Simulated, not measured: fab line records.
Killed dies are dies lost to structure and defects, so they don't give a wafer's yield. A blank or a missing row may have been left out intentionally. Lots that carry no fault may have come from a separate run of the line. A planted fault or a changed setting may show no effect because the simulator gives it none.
Matching of chambers	flow gf180mcu	GF_V3_CMP_04 on cmp-02 has 4 sister chambers
The step polishes SiO2. 18 wafers are shown with their chamber, then 8 later ones without.

== WAFERS WITH THEIR CHAMBER ==
wafer	chamber	motorCurrentA (A)	timeToEndpointS (s)
L385.2	1	13.3	84
L385.4	0	12.9	84
L385.6	3	12.5	86
L389.2	2	12.1	81
L389.3	1	13.8	83
L389.6	2	12.6	82
L391.1	1	13.2	78
L391.4	0	12.4	88
L391.6	2	12.9	88
L394.3	2	13.1	78
L394.5	1	13.1	82
L394.6	0	13.0	76
L397.4	2	12.2	77
L397.5	1	12.6	79
L397.6	2	12.3	78
L399.2	0	13.1	82
L399.4	3	12.2	92
L399.6	1	13.1	84

SIGNATURES (means of the wafers above)
reading	chamber 0	chamber 1	chamber 2	chamber 3	scatter within a chamber
motorCurrentA	12.850	13.183	12.533	12.350	0.368
timeToEndpointS	82.50	81.67	80.67	89.00	3.87
Rule: distance of a wafer from a chamber = root of the sum over the readings of ((wafer's reading minus chamber's mean) / reading's scatter) squared. The wafer belongs to the nearest chamber; if the next one is less than 2 further off, it can't be placed. The scatter: take each reading less its chamber's mean, square it, sum over the shown wafers, divide by the number of wafers less the number of chambers, and take the root.

== WAFERS WITHOUT THEIR CHAMBER ==
wafer	motorCurrentA (A)	timeToEndpointS (s)
L400.2	12.9	70
L400.3	12.8	72
L400.4	12.9	84
L401.2	12.1	74
L401.4	13.1	84
L401.5	13.7	77
L405.4	12.8	67
L405.6	12.9	73

== WHICH CHAMBER EACH WENT THROUGH ==
wafer	from the rows above	in truth
L400.2	can't be placed: 2 or 1 or 0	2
L400.3	can't be placed: 2 or 1 or 0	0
L400.4	can't be placed: 0 or 1 or 2 or 3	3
L401.2	can't be placed: 2 or 0 or 1 or 3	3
L401.4	can't be placed: 1 or 0 or 2 or 3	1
L401.5	can't be placed: 1 or 0 or 2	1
L405.4	can't be placed: 2 or 1 or 0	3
L405.6	can't be placed: 2 or 1 or 0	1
Correct placement for 0 of the 8. These rows do not allow placing 8 (true chamber among the candidates in 7). 0 placed wrongly.
